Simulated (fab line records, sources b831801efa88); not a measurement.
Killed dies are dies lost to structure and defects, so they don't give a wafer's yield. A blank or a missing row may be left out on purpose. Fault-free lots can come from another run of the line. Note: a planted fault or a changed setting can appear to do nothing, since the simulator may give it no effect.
fab line records ; flow sky130 ; part 2 of 2: steps 25 to 32 of 32
record lots=5; wafers=15; last_day=50
route steps=708 shown LOCAL_INTERCONNECT@398 CONTACT@406
lots with no fault: from the same line, run without faults
start_h: start of the lot's first displayed wafer, in hours after the record's first day ; wait_h: how many hours have passed since the lot's step before this one ; " repeats the value in the row above ; L1.1+2: several wafers, shown together as one row ; - no value, or no start was given ; * or withheld: withheld ; < > ~ a bound
route shown NAME@n: a module of which the file shows steps, and the number in the route of the first ; usual: average and standard deviation across the fault-free wafers ; same: alike in all rows ; chamber/n: place in a boat ; sites: each site's reading ; _std_site: the values' standard deviation ; _edge_site: mean of outer sites minus mean of inner sites ; radius_mm: how far each site lies from the wafer's centre ; mask NAME#n: copy n ; behind: the last tool/chamber to shape the wafer ; hold: what put the lot on hold/how long, in hours/how the hold closed ; device: whichever transistor did not switch (one of n, p or np) ; end of line: tests run on the same wafers once the route is complete ; a step given without rows: its recipe and nothing more ; killed: count of dies lost to structure and defects at first sort (not the wafer's yield) ; map: per-die view of a wafer (x killed, . not killed, _ where there is no die)
set.NAME: the setting that was run; set.NAME@STEP: the one run at that earlier step ; model.NAME: the simulator's own value behind a step, which no gauge read
lots seen at some steps along the route; tables by step, rows by wafer
services: when a tool's chamber went out of use (start_h, in hours from the record's first day, below 0 if earlier), for how many hours, and the reason
## steps
# step SKY_CONTACT_ETCH_16
# recipe chemistry=N2/H2; target=BARC; ion_energy_ev=200; source_w=500; bias_w=100; pressure_mtorr=30; n2_flow_sccm=100; h2_flow_sccm=200; stop_on=SiO2; time_s=45.9; target_depth_a=600
# usual drypump_motor_current_A=5.6/0.37; n2_flow_sccm=100.05/0.28; oes_product_au=0.855/0.0047; throttle_valve_pct=13.225/0.0085
lot.wafer;tool;chamber;start_h;wait_h;drypump_motor_current_A;n2_flow_sccm;oes_product_au;rf_hours_counter_h;throttle_valve_pct
L075.3;rie_diel-02;3;744.88;0.0;5.7;100.21;0.843;10;13.216
L075.4;rie_diel-02;2;744.88;0.0;4.9;100.20;0.848;4;13.226
L075.6;rie_diel-02;1;744.88;0.0;6.4;100.57;0.857;-;13.233
L080.1;rie_diel-01;3;784.03;0.0;5.8;99.35;0.854;3;13.220
L080.2;rie_diel-01;2;784.03;0.0;5.9;100.02;0.857;10;13.214
L080.6;rie_diel-01;2;784.03;0.0;5.9;100.20;0.865;-;13.208
L087.4;rie_diel-01;3;829.56;0.0;5.8;99.79;0.862;-;13.237
L087.5;rie_diel-01;0;829.56;0.0;5.7;100.22;0.852;-;13.226
L087.6;rie_diel-01;2;829.56;0.0;5.9;99.29;0.856;-;13.212
L093.1;rie_diel-04;2;878.00;0.0;5.3;99.87;0.860;15;13.225
L093.3;rie_diel-04;0;878.00;0.0;5.3;99.97;0.851;3;13.236
L093.6;rie_diel-04;2;878.00;0.0;5.3;99.73;0.851;-;13.229
L096.3;rie_diel-02;2;900.59;0.0;4.9;100.07;0.858;8;13.232
L096.5;rie_diel-02;0;900.59;0.0;5.5;99.83;0.846;-;13.224
L096.6;rie_diel-02;3;900.59;0.0;5.7;100.29;0.849;-;13.221
# step SKY_CONTACT_ETCH_17
# recipe target=SiO2; chemistry=C4F8/O2/Ar; stop_on=Si3N4; mask_material=KrF-thick; source_w=1500; bias_w=1200; pressure_mtorr=40; c4f8_flow_sccm=withheld; O2_flow_sccm=6; Ar_flow_sccm=300; time_s=withheld; target_depth_a=3400
# usual oes_product_au=0.893/0.0051
lot.wafer;tool;chamber;start_h;wait_h;oes_product_au
L075.3;rie_diel-02;3;744.93;0.0;0.898
L075.4;rie_diel-02;2;744.93;0.0;0.892
L075.6;rie_diel-02;1;744.93;0.0;0.892
L080.1;rie_diel-01;3;784.07;0.0;0.888
L080.2;rie_diel-01;2;784.07;0.0;0.890
L080.6;rie_diel-01;2;784.07;0.0;0.894
L087.4;rie_diel-01;3;829.60;0.0;0.889
L087.5;rie_diel-01;0;829.60;0.0;0.897
L087.6;rie_diel-01;2;829.60;0.0;0.898
L093.1;rie_diel-04;2;878.05;0.0;0.886
L093.3;rie_diel-04;0;878.05;0.0;0.892
L093.6;rie_diel-04;2;878.05;0.0;0.890
L096.3;rie_diel-02;2;900.63;0.0;0.896
L096.5;rie_diel-02;0;900.63;0.0;0.889
L096.6;rie_diel-02;3;900.63;0.0;0.887
# step SKY_CONTACT_ETCH_18
# recipe target=Si3N4; chemistry=CHF3/O2; stop_on=TiN; source_w=600; bias_w=200; pressure_mtorr=40; chf3_flow_sccm=50; O2_flow_sccm=5; time_s=39; target_depth_a=750
# usual drypump_motor_current_A=5.6/0.37; oes_product_au=0.855/0.0076; throttle_valve_pct=8.793/0.0083
lot.wafer;tool;chamber;start_h;wait_h;drypump_motor_current_A;oes_product_au;rf_hours_counter_h;throttle_valve_pct
L075.3;rie_diel-02;3;-;-;5.7;0.865;10;8.800
L075.4;rie_diel-02;2;-;-;4.9;0.867;4;8.795
L075.6;rie_diel-02;1;-;-;6.4;0.871;-;8.799
L080.1;rie_diel-01;3;-;-;5.8;0.853;3;8.804
L080.2;rie_diel-01;2;-;-;5.9;0.849;10;8.801
L080.6;rie_diel-01;2;-;-;5.9;0.860;-;8.806
L087.4;rie_diel-01;3;-;-;5.8;0.867;-;8.803
L087.5;rie_diel-01;0;-;-;5.6;0.853;-;8.786
L087.6;rie_diel-01;2;-;-;5.9;0.853;-;8.797
L093.1;rie_diel-04;2;-;-;5.4;0.863;15;8.784
L093.3;rie_diel-04;0;-;-;5.2;0.847;3;8.816
L093.6;rie_diel-04;2;-;-;5.4;0.863;-;8.790
L096.3;rie_diel-02;2;-;-;4.9;0.855;8;8.799
L096.5;rie_diel-02;0;-;-;5.5;0.870;-;8.806
L096.6;rie_diel-02;3;-;-;5.7;0.861;-;8.797
# step SKY_CONTACT_STRIP_19
# recipe chemistry=O2/N2; power_w=1400; pressure_mtorr=1500; platen_temp_c=withheld; o2_flow_sccm=3000; n2_flow_sccm=300; overash_fraction=0.5
# usual drypump_motor_current_A=6.12/0.17; n2_flow_sccm=299.8/1; oes_product_au=0.380/0.005; strip_time_to_endpoint_s=3.619/0.028
lot.wafer;tool;chamber;start_h;wait_h;drypump_motor_current_A;n2_flow_sccm;oes_product_au;rf_hours_counter_h;strip_time_to_endpoint_s
L075.3;plasma_asher-03;1;745.05;-;6.10;300.2;0.384;-;3.609
L075.4;plasma_asher-03;0;745.05;-;6.44;301.3;0.381;-;3.615
L075.6;plasma_asher-03;1;745.05;-;6.09;299.1;0.375;-;3.606
L080.1;plasma_asher-02;1;784.16;-;6.16;300.7;0.378;63;3.658
L080.2;plasma_asher-02;0;784.16;-;5.96;300.8;0.375;63;3.629
L080.6;plasma_asher-02;0;784.16;-;5.95;300.9;0.377;-;3.638
L087.4;plasma_asher-04;1;829.70;-;6.33;299.7;0.376;-;3.664
L087.5;plasma_asher-04;1;829.70;-;6.33;300.4;0.373;-;3.667
L087.6;plasma_asher-04;0;829.70;-;5.92;300.7;0.383;-;3.647
L093.1;plasma_asher-02;0;878.14;-;5.96;300.9;0.389;73;3.627
L093.3;plasma_asher-02;0;878.14;-;5.95;300.2;0.380;-;3.613
L093.6;plasma_asher-02;0;878.14;-;5.96;300.4;0.388;-;3.643
L096.3;plasma_asher-02;1;900.75;-;6.12;301.1;0.376;-;3.595
L096.5;plasma_asher-02;1;900.75;-;6.14;300.9;0.373;-;3.604
L096.6;plasma_asher-02;0;900.75;-;5.98;299.1;0.384;-;3.558
# step SKY_CONTACT_STRIP_20
# recipe chemistry=post_etch_residue_remover; time_s=1200; temp_c=72.5
# usual bath_heat_duty_pct=14.2/1.5
lot.wafer;tool;chamber;start_h;wait_h;bath_heat_duty_pct
L075.3;wet_bench-01;1;745.12;0.0;13.4
L075.4;wet_bench-01;1;745.12;0.0;14.0
L075.6;wet_bench-01;1;745.12;0.0;13.3
L080.1;wet_bench-01;2;784.26;0.1;16.8
L080.2;wet_bench-01;2;784.26;0.1;15.4
L080.6;wet_bench-01;2;784.26;0.1;14.6
L087.4;wet_bench-01;3;829.77;0.0;14.1
L087.5;wet_bench-01;3;829.77;0.0;15.7
L087.6;wet_bench-01;3;829.77;0.0;15.6
L093.1;wet_bench-02;2;878.24;0.1;15.0
L093.3;wet_bench-02;2;878.24;0.1;14.7
L093.6;wet_bench-02;2;878.24;0.1;14.4
L096.3;wet_bench-03;0;900.82;0.0;11.2
L096.5;wet_bench-03;0;900.82;0.0;13.2
L096.6;wet_bench-03;0;900.82;0.0;12.4
# step SKY_CONTACT_CLEAN_21
# recipe chemistry=IPA; time_s=180; temp_c=25
# usual bath_heat_duty_pct=6.1/0.98
lot.wafer;tool;chamber;start_h;wait_h;bath_heat_duty_pct
L075.3;wet_bench-03;2;745.52;0.0;6.1
L075.4;wet_bench-03;2;745.52;0.0;7.5
L075.6;wet_bench-03;2;745.52;0.0;6.2
L080.1;wet_bench-02;0;784.60;0.0;5.7
L080.2;wet_bench-02;0;784.60;0.0;5.4
L080.6;wet_bench-02;0;784.60;0.0;5.2
L087.4;wet_bench-02;3;830.14;0.0;5.9
L087.5;wet_bench-02;3;830.14;0.0;5.1
L087.6;wet_bench-02;3;830.14;0.0;5.8
L093.1;wet_bench-03;2;878.58;0.0;7.4
L093.3;wet_bench-03;2;878.58;0.0;7.0
L093.6;wet_bench-03;2;878.58;0.0;7.3
L096.3;wet_bench-02;3;901.16;0.0;5.7
L096.5;wet_bench-02;3;901.16;0.0;6.2
L096.6;wet_bench-02;3;901.16;0.0;5.8
# step SKY_CONTACT_CLEAN_22
# recipe chemistry=O3/DIW; dry=n2_spin
lot.wafer;tool;chamber;start_h;wait_h
L075.3+4+6;wet_bench-01;2;745.58;0.0
L080.1+2+6;wet_bench-01;0;784.66;0.0
L087.4+5+6;wet_bench-01;1;830.20;0.0
L093.1+3+6;wet_bench-01;2;878.64;0.0
L096.3+5+6;wet_bench-01;0;901.22;0.0
# step SKY_CONTACT_SPUTTER_23
# recipe material=TiN; target_thk_nm=20; chamber_pressure_pa=5; power_w=4000; time_s=80
# usual throttle_valve_pct=29.9/0.99
lot.wafer;tool;chamber;start_h;wait_h;throttle_valve_pct
L075.3;pvd_sputter-03;-;745.68;0.0;31.2
L075.4;pvd_sputter-03;-;745.68;0.0;30.7
L075.6;pvd_sputter-03;-;745.68;0.0;30.7
L080.1;pvd_sputter-03;-;784.75;0.0;31.4
L080.2;pvd_sputter-03;-;784.75;0.0;29.1
L080.6;pvd_sputter-03;-;784.75;0.0;31.4
L087.4;pvd_sputter-03;-;830.30;0.0;31.2
L087.5;pvd_sputter-03;-;830.30;0.0;31.5
L087.6;pvd_sputter-03;-;830.30;0.0;29.1
L093.1;pvd_sputter-01;-;878.74;0.0;28.7
L093.3;pvd_sputter-01;-;878.74;0.0;30.5
L093.6;pvd_sputter-01;-;878.74;0.0;29.9
L096.3;pvd_sputter-02;-;901.33;0.0;31.0
L096.5;pvd_sputter-02;-;901.33;0.0;29.7
L096.6;pvd_sputter-02;-;901.33;0.0;28.2
## services
tool;chamber;start_h;hours;kind
rie_metal-04;-;696.91;0.4;repair
rie_diel-01;2;698.04;8.8;repair
rie_diel-01;0;718.96;5.4;repair
rie_diel-01;2;723.79;4.3;repair
wet_bench-01;-;734.75;4.9;repair
rie_metal-04;1;752.75;1.6;repair
rie_diel-02;2;759.69;8.5;repair
rie_diel-01;1;783.22;52.3;repair
rie_diel-02;-;785.65;0.3;repair
rie_diel-01;-;788.40;1.1;repair
plasma_asher-03;-;788.57;1.2;repair
rie_diel-02;3;803.67;1.5;repair
plasma_asher-03;-;805.26;26.3;pm
rie_metal-04;-;806.43;2.0;repair
rie_diel-02;1;811.93;5.0;repair
rie_metal-01;-;814.98;1.4;pm
rie_diel-01;3;822.50;3.9;repair
rie_metal-04;-;825.33;2.8;pm
rie_metal-04;1;856.17;5.0;repair
rie_metal-01;-;874.49;0.3;repair
rie_diel-01;3;874.57;11.6;repair
rie_metal-04;1;884.37;10.0;repair
rie_diel-01;1;886.94;7.8;repair
rie_diel-02;-;887.63;0.6;repair
